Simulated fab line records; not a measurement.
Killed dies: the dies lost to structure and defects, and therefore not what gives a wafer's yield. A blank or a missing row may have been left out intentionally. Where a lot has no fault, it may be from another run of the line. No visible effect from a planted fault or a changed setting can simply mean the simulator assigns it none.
Lot-split experiment -- flow sfq_line -- 23 wafers read from 5 lots, route of 325 steps

== ABOUT THE SPLIT ==
At SFQ_TRILAYER_I4_VIA_LITHO_PEB_106 (peb time 60 s), the setting peb_temp_c was moved away from the recipe's 115 C on 8 of the 23 wafers read, by -2.7% to +1.8%. For the rest of the wafers, this setting stayed at what the recipe calls for.

== THE PATH FROM SPLIT TO READING: the file shows 1 step between them ==
- SFQ_TRILAYER_I4_VIA_LITHO_DEVELOP_105: time 60 s

== THE READING ==
I4.cd_nm (the simulator's own value, which no gauge read), in nm, at SFQ_TRILAYER_I4_VIA_BARC_OPEN_VIA_ETCH_146 (etches BARC in O2, target depth 125 nm, time 41.7 s). The file gives no usual value for it. Across the 15 wafers here that went through the recipe, the average is 700.4 nm and the standard deviation 1.5 nm.

wafer,"tool, chamber at the split","peb_temp_c as run, C",against the recipe,"I4.cd_nm, nm",against lot-mates on the recipe
L074.1,"litho_track-03, 0",115,recipe,698.1,-
L074.2,"litho_track-03, 0",115,recipe,698.8,-
L074.5,"litho_track-03, 0",115,recipe,698.5,-
L075.2,"litho_track-01, 0",115,recipe,700.5,-
L075.3,"litho_track-01, 0",115,recipe,700,-
L075.4,"litho_track-01, 0",113.7,-1.1%,676.7,-24.1
L075.5,"litho_track-01, 0",115,recipe,701.8,-
L075.6,"litho_track-01, 0",113.7,-1.1%,675.7,-25.1
L076.1,"litho_track-01, 0",111.9,-2.7%,635.1,-64.3
L076.2,"litho_track-01, 0",115,recipe,699.2,-
L076.3,"litho_track-01, 0",111.9,-2.7%,637.7,-61.7
L076.4,"litho_track-01, 0",115,recipe,699.5,-
L076.6,"litho_track-01, 0",115,recipe,699.4,-
L083.1,"litho_track-04, 0",117.1,+1.8%,738.8,+36.6
L083.2,"litho_track-04, 0",115,recipe,703.1,-
L083.4,"litho_track-04, 0",117.1,+1.8%,735.7,+33.5
L083.5,"litho_track-04, 0",115,recipe,702.5,-
L083.6,"litho_track-04, 0",115,recipe,701.1,-
L084.1,"litho_track-04, 0",116,+0.9%,718.7,+17.3
L084.2,"litho_track-04, 0",116,+0.9%,720,+18.6
L084.3,"litho_track-04, 0",115,recipe,701.3,-
L084.4,"litho_track-04, 0",115,recipe,701.4,-
L084.5,"litho_track-04, 0",115,recipe,701.4,-

THE FIT
A straight line over all 23 wafers: I4.cd_nm changes by +22.4 nm for each +1% of peb_temp_c; r = +1.00; the points scatter about the line by 2.1 nm.
The same after taking each lot's own level away (the mean of its wafers on the recipe; 23 wafers): +21.9 nm for each +1%; r = +1.00; scatter 1.9 nm.
The reading moves by 59 nm for the largest change in peb_temp_c, on that fit.
From 698.47 to 702.23 nm: that is the span of the lots' own levels, equal to 2.6 times the standard deviation above.
Hence the lot-to-lot level has little effect on the slope; both slopes agree.
Check: for one of the wafers moved furthest among these (-2.7%), held out of the fit, the line's prediction against its lot-mates is -57.7 nm. It came out at -64.3 nm against them.

== FURTHER SPLITS ON THESE WAFERS ==
Before the reading, these wafers also passed through other splits. Each is held against what the fit with the lots' levels taken away leaves over:
other split on the same wafers,wafers away from the commonest value,r with I4.cd_nm (lot level and that fit taken away)
SFQ_TRILAYER_M4_LITHO_COAT_093 spin_rpm,12,-0.06
SFQ_TRILAYER_I4_VIA_LITHO_COAT_108 resist_thk_nm,11,-0.34

== FILE'S OWN FIT ==
I4.cd_nm changes by +21.9 nm for each +1% of peb_temp_c, r = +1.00.
